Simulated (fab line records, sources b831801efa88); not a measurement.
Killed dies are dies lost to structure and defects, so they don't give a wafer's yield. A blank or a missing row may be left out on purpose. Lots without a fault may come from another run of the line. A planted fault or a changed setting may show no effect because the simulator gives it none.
A struck lot beside a sound one | flow sky130 | 14 steps out of a route of 708
Sound: wafers L808.2, L808.3, L808.6. Struck: wafer L811.1. (L811.4, L811.6 of the same lot were not struck and are left out.) The cause comes at the end.
At each step with rows: each side's tool, then ch and its chambers, then its first start. Under that, the readings that differ: sound wafers | struck wafers | difference of the means | sigmas: that difference in standard deviations of wafers without a fault.
alike: readings whose means differ by less than 2 such deviations, and words and numbers that are the same on both sides. not compared: withheld readings, readings that some wafer has no value for, bounds like >300 that may hide the same value, and numbers for which the record gives no deviation and whose values overlap.
The two part at a step that has a row with sigmas, a row that says differs or no value, or rows on one side only. Numbers that don't overlap but have no deviation are shown without sigmas and don't part them. A reading that every wafer of one side lacks parts them only if that side has two wafers or more.

first, 4 steps without rows for these wafers: SKY_LI_CONTACT_SOFTBAKE_08 (time 90 s); SKY_LI_CONTACT_EXPOSE_09 (exposes mask LICM1, target cd 170 nm); SKY_LI_CONTACT_PEB_10; SKY_LI_CONTACT_DEVELOP_11 (develop time 60 s).
SKY_LI_CONTACT_CD_MEAS_12: target cd 170 nm.
  sound on cd_sem-01, day 29 12:41; struck on cd_sem-01, day 30 13:11
  alike: cd_nm
SKY_LI_CONTACT_OVL_MEAS_13:
  sound on overlay-02, day 29 12:47; struck on overlay-01, day 30 13:19
  alike: LI_CONTACT_OVL
SKY_LI_CONTACT_ETCH_14: etches BARC in N2/H2, stops on SiO2, time 45.9 s, target depth 60 nm.
  sound on rie_diel-02 ch 1,2, day 29 12:49; struck on rie_diel-04 ch 1, day 30 13:20
  alike: drypump_motor_current_A, oes_product_au, rf_fwd_power_W, throttle_valve_pct
  not compared: rf_hours_counter_h
SKY_LI_CONTACT_ETCH_15: etches PSG in C4F8/O2/Ar, stops on Si, target depth 600 nm.
  sound on rie_diel-02 ch 1,2, day 29 12:52; struck on rie_diel-04 ch 1, day 30 13:23
  alike: oes_product_au, rf_fwd_power_W
SKY_LI_CONTACT_STRIP_16: strips in O2/N2.
  sound on plasma_asher-01 ch 1, day 29 12:56; struck on plasma_asher-04 ch 1, day 30 13:28
  reading                     | sound       | struck | difference | sigmas
  drypump_motor_current_A (A) | 5.9 5.9 5.9 | 4.9    | -1.0       | -3
  alike: oes_product_au, strip_time_to_endpoint_s
  not compared: rf_hours_counter_h
then, 2 steps without rows for these wafers: SKY_LI_CONTACT_CLEAN_17 (cleans in NMP, time 600 s); SKY_LI_CONTACT_PRE_CLEAN_18 (time 5.6 s).
SKY_LI_CONTACT_SPUTTER_19: material Ti, target thk 20 nm, time 106.37 s.
  sound on pvd_sputter-01, day 29 13:14; struck on pvd_sputter-04, day 30 13:46
  alike: cathode_dc_power_W, throttle_valve_pct
SKY_LI_CONTACT_SPUTTER_20: material TiN, target thk 20 nm, time 80 s.
  sound on pvd_sputter-01, day 29 13:19; struck on pvd_sputter-04, day 30 13:50
  reading                                        | sound                | struck | difference | sigmas
  cathode_dc_power_W (W)                         | 3999.0 4000.8 4000.9 | 3354.7 | -645.5     | -99 or more
  model.TiN_of_LI_CONTACT_SPUTTER_20.thk_nm (nm) | 19.21 19.2 19.58     | 16.62  | -2.71      |
  alike: throttle_valve_pct
SKY_LI_CONTACT_CVD_21: deposits W, target thk 400 nm, time 120.56 s.
  sound on cvd_w-02 ch 0,1, day 29 13:22; struck on cvd_w-02 ch 0, day 30 13:54
  alike: heater_power_w

WHERE THEY PART
First at SKY_LI_CONTACT_STRIP_16; last, within this record, at SKY_LI_CONTACT_SPUTTER_20. Later steps at which nothing parts them and some readings are alike: SKY_LI_CONTACT_CVD_21.

WHY: what the simulator had put in
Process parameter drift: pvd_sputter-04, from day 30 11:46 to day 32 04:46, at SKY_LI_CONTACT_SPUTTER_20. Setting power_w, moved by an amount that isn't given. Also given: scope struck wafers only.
